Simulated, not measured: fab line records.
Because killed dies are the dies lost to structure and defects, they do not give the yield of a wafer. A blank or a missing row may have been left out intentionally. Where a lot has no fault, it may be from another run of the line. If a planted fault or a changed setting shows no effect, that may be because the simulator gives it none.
fab line records	flow sky130
record lots=6	wafers=18	lastDay=50
route steps=708 shown CONTACT@426 METAL1@434
lots with no fault: from the same line, run without faults
startH: the number of hours between the record's first day and the start of the first shown wafer of the lot	waitH: how many hours have passed since the lot's step before this one	" identical to the entry in the row above	L1.1+2: a row that stands for several wafers	- no value, or no start was given	* or withheld: withheld	< > ~ a bound
route shown NAME@n: a module of which the file shows steps, and the number in the route of the first	usual: average and standard deviation across the fault-free wafers	same: alike in all rows	chamber/n: place in a boat	sites: readings site by site	_std_site: their standard deviation	_edge_site: outer sites' mean less inner sites'	radiusMm: how far each site lies from the wafer's centre	mask NAME#n: copy n	behind: the most recent tool/chamber to have shaped the wafer	hold: why the lot was held/for how many hours/how that ended	device: names the non-switching transistor (n, p or np)	end of line: the same wafers' tests at the end of the route	a step with no rows: only its recipe	killed: dies lost to structure and defects at the first sort, not the wafer's yield	map: a wafer's dies, x killed, . not, _ none there
set.NAME: the run value of the setting; set.NAME@STEP: its run value at that earlier step	model.NAME: the simulator's own value behind a step, which no gauge read
lots at some steps of the route; a table a step, a row a wafer
services: when a tool's chamber went out of use (startH, in hours from the record's first day, below 0 if earlier), for how many hours, and the reason
## steps
# step SKY_CONTACT_STRIP_20
# recipe chemistry=postEtchResidueRemover	timeS=1200	tempC=72.5
# step SKY_CONTACT_CLEAN_21
# recipe chemistry=IPA	timeS=180	tempC=25
# step SKY_CONTACT_CLEAN_22
# recipe chemistry=O3/DIW	dry=n2Spin
# step SKY_CONTACT_SPUTTER_23
# recipe material=TiN	targetThkNm=20	chamberPressurePa=5	powerW=4000	timeS=80
# step SKY_CONTACT_CVD_24
# recipe material=W	targetThkNm=340	timeS=102.12	tempC=400	pressureTorr=38.51
# usual heaterPowerW=972/64	susceptorTempC=399.97/0.2
lot.wafer	tool	chamber	startH	waitH	heaterPowerW	susceptorTempC
L623.1	cvdW-02	1	751.58	0.0	924	399.79
L623.5	"	1	"	"	966	399.48
L623.6	"	0	"	"	1050	400.09
L624.1	cvdW-02	0	763.62	0.0	1044	400.07
L624.3	"	0	"	"	1053	399.94
L624.6	"	0	"	"	1062	399.68
L635.2	cvdW-02	0	847.38	0.1	1053	399.69
L635.4	"	0	"	"	1038	399.90
L635.5	"	0	"	"	1078	400.07
L636.1	cvdW-02	0	864.73	0.0	1101	399.73
L636.5	"	0	"	"	1072	399.74
L636.6	"	1	"	"	977	399.71
L640.3	cvdW-02	0	882.71	0.1	1063	399.95
L640.5	"	0	"	"	1082	399.87
L640.6	"	1	"	"	952	399.81
L643.2	cvdW-02	1	905.66	0.0	1000	400.14
L643.4	"	0	"	"	1007	399.74
L643.6	"	1	"	"	957	399.95
# step SKY_CONTACT_RS_MEAS_25
# recipe thkMeasGauge=four-point-probe	reads=W_of_CONTACT_CVD_24+TiN_of_CONTACT_SPUTTER_23
# usual CONTACT_W_RS=0.345/0.007
lot.wafer	tool	chamber	startH	waitH	CONTACT_W_RS[ohm/sq]
L623.1	filmMetro-03	-	751.69	0.1	0.349
L623.5	"	-	"	"	0.346
L623.6	"	-	"	"	0.335
L624.1	filmMetro-03	-	763.73	0.1	0.334
L624.3	"	-	"	"	0.337
L624.6	"	-	"	"	0.338
L635.2	filmMetro-02	-	847.59	0.2	0.337
L635.4	"	-	"	"	0.337
L635.5	"	-	"	"	0.336
L636.1	filmMetro-01	-	864.84	0.1	0.339
L636.5	"	-	"	"	0.339
L636.6	"	-	"	"	0.352
L640.3	filmMetro-01	-	882.82	0.1	0.334
L640.5	"	-	"	"	0.335
L640.6	"	-	"	"	0.347
L643.2	filmMetro-02	-	905.79	0.1	0.348
L643.4	"	-	"	"	0.340
L643.6	"	-	"	"	0.352
# step SKY_CONTACT_THK_MEAS_26
# recipe thkMeasGauge=xrf	reads=W_of_CONTACT_CVD_24
# usual CONTACT_W_THK=328/7.4
lot.wafer	tool	chamber	startH	waitH	CONTACT_W_THK[nm]
L623.1	filmMetro-03	-	751.81	0.1	323
L623.5	"	-	"	"	328
L623.6	"	-	"	"	335
L624.1	filmMetro-03	-	763.85	0.1	338
L624.3	"	-	"	"	334
L624.6	"	-	"	"	332
L635.2	filmMetro-02	-	847.70	0.1	337
L635.4	"	-	"	"	337
L635.5	"	-	"	"	337
L636.1	filmMetro-01	-	864.96	0.1	332
L636.5	"	-	"	"	332
L636.6	"	-	"	"	320
L640.3	filmMetro-01	-	882.92	0.1	338
L640.5	"	-	"	"	337
L640.6	"	-	"	"	323
L643.2	filmMetro-02	-	905.90	0.1	323
L643.4	"	-	"	"	333
L643.6	"	-	"	"	322
# step SKY_CONTACT_CMP_27
# recipe stopOn=SiO2	tOverpolishS=15	downForcePsi=3.5	platenRpm=60	targetThkNm=0	padVelocityMS=0.94248
# usual motorCurrentA=11.2/1.6	overpolishRunS=15.000/0.0088	slurryFilterDpKPa=13.49/0.13	timeToEndpointS=79/5.9
lot.wafer	tool	chamber	startH	waitH	motorCurrentA	overpolishRunS	slurryFilterDpKPa	timeToEndpointS
L623.1	cmp-01	0	751.87	0.1	12.3	15.001	13.44	82
L623.6	"	0	"	"	11.7	15.002	13.64	85
L623.5	"	1	"	"	10.4	15.015	13.38	77
L624.3	cmp-02	0	763.91	0.0	10.6	14.994	13.40	69
L624.1	"	1	"	"	10.3	15.000	13.66	83
L624.6	"	1	"	"	9.8	15.007	13.59	82
L635.2	cmp-02	3	847.85	0.1	12.6	15.007	13.65	81
L635.4	"	0	"	"	10.6	15.004	13.48	70
L635.5	"	2	"	"	13.9	14.999	13.47	75
L636.1	cmp-02	2	865.02	0.1	14.0	15.012	13.45	71
L636.5	"	2	"	"	14.0	14.996	13.49	74
L636.6	"	3	"	"	12.5	15.003	13.60	76
L640.3	cmp-02	1	883.11	0.2	9.7	15.001	13.64	82
L640.5	"	2	"	"	14.7	15.004	13.43	75
L640.6	"	3	"	"	13.2	15.015	13.50	81
L643.2	cmp-02	1	906.00	0.1	9.7	14.995	13.55	78
L643.4	"	2	"	"	13.9	15.000	13.36	75
L643.6	"	0	"	"	10.4	14.998	13.68	68
# step SKY_METAL1_SPUTTER_00
# recipe material=Ti	targetThkNm=15	powerW=3000	timeS=10	chamberPressurePa=0.4
# usual cathodeDcPowerW=2999.9/0.53	chamberPressurePa=0.3999/0.00084	throttleValvePct=29.9/0.83
lot.wafer	tool	chamber	startH	waitH	cathodeDcPowerW	chamberPressurePa	throttleValvePct
L623.1	pvdSputter-02	-	752.17	0.2	2999.7	0.4006	30.4
L623.5	"	-	"	"	3000.8	0.4013	30.5
L623.6	"	-	"	"	2999.9	0.4001	30.6
L624.1	pvdSputter-01	-	764.21	0.2	3000.3	0.4004	29.1
L624.3	"	-	"	"	2999.9	0.3994	28.7
L624.6	"	-	"	"	3000.7	0.3988	28.4
L635.2	pvdSputter-03	-	848.05	0.1	3000.3	0.3995	29.8
L635.4	"	-	"	"	3000.8	0.4003	29.4
L635.5	"	-	"	"	3000.6	0.3994	29.6
L636.1	pvdSputter-01	-	865.32	0.2	2999.8	0.4002	28.9
L636.5	"	-	"	"	3000.4	0.4004	28.8
L636.6	"	-	"	"	2999.5	0.4003	28.5
L640.3	pvdSputter-02	-	883.26	0.1	2999.5	0.3981	30.3
L640.5	"	-	"	"	3000.3	0.3994	30.2
L640.6	"	-	"	"	2999.8	0.3998	30.2
L643.2	pvdSputter-03	-	906.25	0.2	3000.1	0.3986	31.1
L643.4	"	-	"	"	3000.0	0.3988	29.7
L643.6	"	-	"	"	2999.8	0.3990	29.7
# step SKY_METAL1_SPUTTER_01
# recipe material=TiN	targetThkNm=20	powerW=6500	timeS=16.7	chamberPressurePa=0.4
# step SKY_METAL1_SPUTTER_02
# recipe material=AlCu	targetThkNm=250	powerW=10600	timeS=13.3	chamberPressurePa=0.4
# usual cathodeDcPowerW=10600/2.1	chamberPressurePa=0.4000/0.00083	throttleValvePct=29.9/0.84
lot.wafer	tool	chamber	startH	waitH	cathodeDcPowerW	chamberPressurePa	throttleValvePct
L623.1	pvdSputter-02	-	752.21	0.0	10600	0.3977	30.8
L623.5	"	-	"	"	10600	0.3982	30.3
L623.6	"	-	"	"	10598	0.3990	30.4
L624.1	pvdSputter-01	-	764.26	0.0	10597	0.3979	28.8
L624.3	"	-	"	"	10602	0.3995	28.6
L624.6	"	-	"	"	10600	0.3992	28.1
L635.2	pvdSputter-03	-	848.10	0.0	10604	0.4010	29.6
L635.4	"	-	"	"	10599	0.3994	28.8
L635.5	"	-	"	"	10600	0.3999	29.4
L636.1	pvdSputter-01	-	865.37	0.0	10599	0.4014	28.9
L636.5	"	-	"	"	10602	0.4014	28.8
L636.6	"	-	"	"	10600	0.4009	28.4
L640.3	pvdSputter-02	-	883.31	0.0	10600	0.4005	30.3
L640.5	"	-	"	"	10601	0.3997	30.4
L640.6	"	-	"	"	10597	0.4004	30.1
L643.2	pvdSputter-03	-	906.30	0.0	10601	0.4011	31.0
L643.4	"	-	"	"	10602	0.4007	29.6
L643.6	"	-	"	"	10602	0.4013	29.8
# step SKY_METAL1_SPUTTER_03
# recipe material=Ti	targetThkNm=5	powerW=3000	timeS=3.3	chamberPressurePa=0.4
# usual cathodeDcPowerW=3000.0/0.54	chamberPressurePa=0.3998/0.001	throttleValvePct=29.9/0.84
lot.wafer	tool	chamber	startH	waitH	cathodeDcPowerW	chamberPressurePa	throttleValvePct
L623.1	pvdSputter-02	-	752.24	0.0	2999.6	0.3991	30.3
L623.5	"	-	"	"	2999.5	0.3999	30.2
L623.6	"	-	"	"	3000.0	0.4002	30.5
L624.1	pvdSputter-01	-	764.29	0.0	3000.2	0.3979	28.9
L624.3	"	-	"	"	3000.2	0.3995	29.2
L624.6	"	-	"	"	3001.4	0.3995	28.3
L635.2	pvdSputter-03	-	848.13	0.0	2999.8	0.4001	29.9
L635.4	"	-	"	"	2999.5	0.4002	29.1
L635.5	"	-	"	"	3000.3	0.4000	29.6
L636.1	pvdSputter-01	-	865.40	0.0	3000.3	0.3992	28.9
L636.5	"	-	"	"	2999.8	0.4001	29.0
L636.6	"	-	"	"	3000.4	0.3995	28.4
L640.3	pvdSputter-02	-	883.33	0.0	3000.5	0.4003	30.4
L640.5	"	-	"	"	2998.9	0.3997	30.4
L640.6	"	-	"	"	2999.7	0.4004	30.3
L643.2	pvdSputter-03	-	906.33	0.0	2999.3	0.3998	30.8
L643.4	"	-	"	"	2999.8	0.4010	29.8
L643.6	"	-	"	"	2999.5	0.4003	29.9
# step SKY_METAL1_SPUTTER_04
# recipe material=TiN	targetThkNm=70	powerW=6500	timeS=58.3	chamberPressurePa=0.4
# usual cathodeDcPowerW=6500.0/1.2	chamberPressurePa=0.4000/0.00082	throttleValvePct=29.9/0.86
lot.wafer	tool	chamber	startH	waitH	cathodeDcPowerW	chamberPressurePa	throttleValvePct
L623.1	pvdSputter-02	-	752.26	0.0	6500.5	0.4015	30.3
L623.5	"	-	"	"	6499.6	0.3977	29.9
L623.6	"	-	"	"	6497.4	0.4006	30.5
L624.1	pvdSputter-01	-	764.30	0.0	6501.3	0.3997	29.0
L624.3	"	-	"	"	6496.9	0.3998	29.1
L624.6	"	-	"	"	6498.7	0.3985	28.5
L635.2	pvdSputter-03	-	848.15	0.0	-	-	-
L635.4	"	-	"	"	-	-	-
L635.5	"	-	"	"	-	-	-
L636.1	pvdSputter-01	-	865.41	0.0	-	-	-
L636.5	"	-	"	"	-	-	-
L636.6	"	-	"	"	-	-	-
L640.3	pvdSputter-02	-	883.35	0.0	6499.5	0.4004	30.4
L640.5	"	-	"	"	6501.4	0.4005	30.3
L640.6	"	-	"	"	6500.4	0.4003	30.4
L643.2	pvdSputter-03	-	906.34	0.0	6499.3	0.4001	30.8
L643.4	"	-	"	"	6499.5	0.3996	29.7
L643.6	"	-	"	"	6498.4	0.4001	29.7
# step SKY_METAL1_THK_MEAS_06
# recipe thkMeasGauge=xrf	reads=AlCu_of_METAL1_SPUTTER_02
# usual METAL1_ALCU_THK=252/3.9
lot.wafer	tool	chamber	startH	waitH	METAL1_ALCU_THK[nm]
L623.1	filmMetro-02	-	752.43	0.1	249
L623.5	"	-	"	"	255
L623.6	"	-	"	"	249
L624.1	filmMetro-02	-	764.47	0.1	249
L624.3	"	-	"	"	252
L624.6	"	-	"	"	246
L635.2	filmMetro-02	-	848.33	0.1	290
L635.4	"	-	"	"	293
L635.5	"	-	"	"	297
L636.1	filmMetro-02	-	865.58	0.1	282
L636.5	"	-	"	"	284
L636.6	"	-	"	"	286
L640.3	filmMetro-04	-	883.54	0.1	252
L640.5	"	-	"	"	254
L640.6	"	-	"	"	253
L643.2	filmMetro-04	-	906.52	0.1	249
L643.4	"	-	"	"	252
L643.6	"	-	"	"	249
# step SKY_METAL1_DEHYDRATE_07
# recipe tempC=200	timeS=60
## services
tool	chamber	startH	hours	kind
cmp-01	-	729.68	5.9	pm
cmp-01	-	744.09	4.0	pm
cmp-01	-	748.09	-	consumableReplace:conditioner
cmp-01	-	748.09	-	consumableReplace:pad
cmp-02	-	750.28	1.3	repair
pvdSputter-03	-	763.70	1.2	repair
cmp-02	-	766.02	1.7	repair
cmp-02	-	769.91	1.5	repair
pvdSputter-03	2	802.01	-	consumableReplace:kit
pvdSputter-03	2	802.01	18.0	scheduledDown
pvdSputter-03	2	802.01	18.0	ventCycle
cvdW-02	1	839.33	16.2	repair
cmp-02	-	843.91	2.8	repair
cmp-02	-	850.45	2.0	repair
cmp-01	-	877.91	5.3	repair
cmp-02	-	887.47	1.1	repair
## key
firstSign step=SKY_METAL1_SPUTTER_04	reading=toolRecord	direction=missing
effect step=SKY_METAL1_THK_MEAS_06	reading=METAL1_ALCU_THK	direction=up	sigmas=9.3	usual=252	struck=289
metAt SKY_METAL1_SPUTTER_04
struckWafers L635.2,L635.4,L635.5,L636.1,L636.5,L636.6
laterRowsLeftOut L635.2,L635.4,L635.5,L636.1,L636.5,L636.6
sortLeftOut L635.2,L635.4,L635.5,L636.1,L636.5,L636.6
onsetBetween 764.30 848.15
fault kind=skippedStepWhole	tool=pvdSputter-01,pvdSputter-03	chamber=-	onsetH=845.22	steps=SKY_METAL1_SPUTTER_04	scope=struckLotsOnly
# sortLeftOut: the simulated sort isn't trusted on such a fault, so these wafers' sort isn't shown, and their yield isn't known
# laterRowsLeftOut: the simulator's readings of these wafers behind a module that went badly wrong aren't trusted and aren't shown, but for the sort
